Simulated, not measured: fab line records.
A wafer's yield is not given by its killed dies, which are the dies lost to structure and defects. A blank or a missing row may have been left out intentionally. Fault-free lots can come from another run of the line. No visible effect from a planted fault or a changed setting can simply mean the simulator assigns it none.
The same fault as seen by 2 desks    flow gf180mcu    only its own numbers are on each desk; what lay behind them is given at the end

AT THE METROLOGY DESK
Lot by lot, what the gauges showed, no matter which tool ran the lot: averages of those sampled wafers that carry a number. If a lot's mean is further than 4 standard deviations from the usual mean, the lot is out of limits and carries the mark OUT (the distance appears in the brackets).
Columns: A = MVSD_OVL at GF_MVSD_OVL_MEAS_07, usual -1.1 nm; B = cd-nm at GF_HV_LDD_CD_MEAS_07, usual 399.9 nm; C = HV_LDD_2_TW at GF_HV_LDD_TW_MEAS_23, usual 1064
lot   first seen here  A     B      C
L998  day 4 12:29      -1.5  398.1  1057
L999  day 4 15:44      -2.4  404.8  1070
L100  day 4 21:29      -2.1  401.6  1067
L101  day 5 03:53      -0.6  399.3  1058
L103  day 5 13:33      0.5   396.9  1070
L104  day 5 20:44      0.5   395.6  1066
L105  day 6 02:38      -2.6  401.6  1066
L109  day 7 02:04      -1.5  398.8  1056
L112  day 7 19:55      -2.5  397.8  1064
L113  day 8 00:22      -2.1  398.3  1064
L114  day 8 07:08      -1.7  400.4  1059
L117  day 9 03:41      -0.7  403.9  1060
L118  day 9 06:56      -0.8  401.8  1060
L119  day 9 13:59      -0.7  399.0  1063
L121  day 10 02:29     -1.8  395.9  1066
This desk's verdict: no lot among the 15 shows anything out of limits.

DESK OF THE TOOL OWNER: litho-track-01
The tool's own readings at GF_VT_IMPLANT_SOFTBAKE_25 (time 60 s): means of the sampled wafers that have a number, for each lot that ran on this tool. If a lot's mean is further than 4 standard deviations from the usual mean, the lot is out of limits and carries the mark OUT (the distance appears in the brackets).
Columns: A = exhaust-pa at GF_VT_IMPLANT_SOFTBAKE_25, usual 45.3 Pa; B = heater-power-total-W at GF_VT_IMPLANT_SOFTBAKE_25, usual 56.59 W; C = run-length-s at GF_VT_IMPLANT_SOFTBAKE_25, usual 89.01 s
lot   first seen here  A     B                C
L998  day 6 15:25      45.4  56.59            88.75
L999  day 6 18:52      45.6  56.59            88.83
L100  day 7 01:07      45.4  56.57            88.85
L101  day 7 07:37      45.6  56.62            88.83
L104  day 8 03:52      46.1  57.85 (+27) OUT  84.92 (-17) OUT
L105  day 8 09:19      44.6  57.83 (+27) OUT  84.82 (-17) OUT
L109  day 9 12:05      45.3  57.79 (+26) OUT  84.92 (-17) OUT
L117  day 11 18:40     45.9  56.58            88.90
This desk's verdict: out of limits on L104, L105, L109, starting with L104 at day 8 03:52 (heater-power-total-W at GF_VT_IMPLANT_SOFTBAKE_25). Within limits: L998, L999, L100, L101, L117.

TAKEN TOGETHER
An alarm could have come from the tool owner's desk at day 8 03:52, on L104, L105, L109.
At the metrology desk, nothing out of limits was observed.
The metrology desk holds a record of L104, L105, L109, inside its limits.
GF_VT_IMPLANT_SOFTBAKE_25 was run on litho-track-01 by each of the lots named.

WHAT THE SIMULATOR HAD INSERTED
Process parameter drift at GF_VT_IMPLANT_SOFTBAKE_25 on litho-track-01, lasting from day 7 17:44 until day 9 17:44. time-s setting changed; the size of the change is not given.
Lots struck among those shown: L104, L105, L109.
Hours from the fault's start to each desk's first reading out of limits: the tool owner's desk, 10.
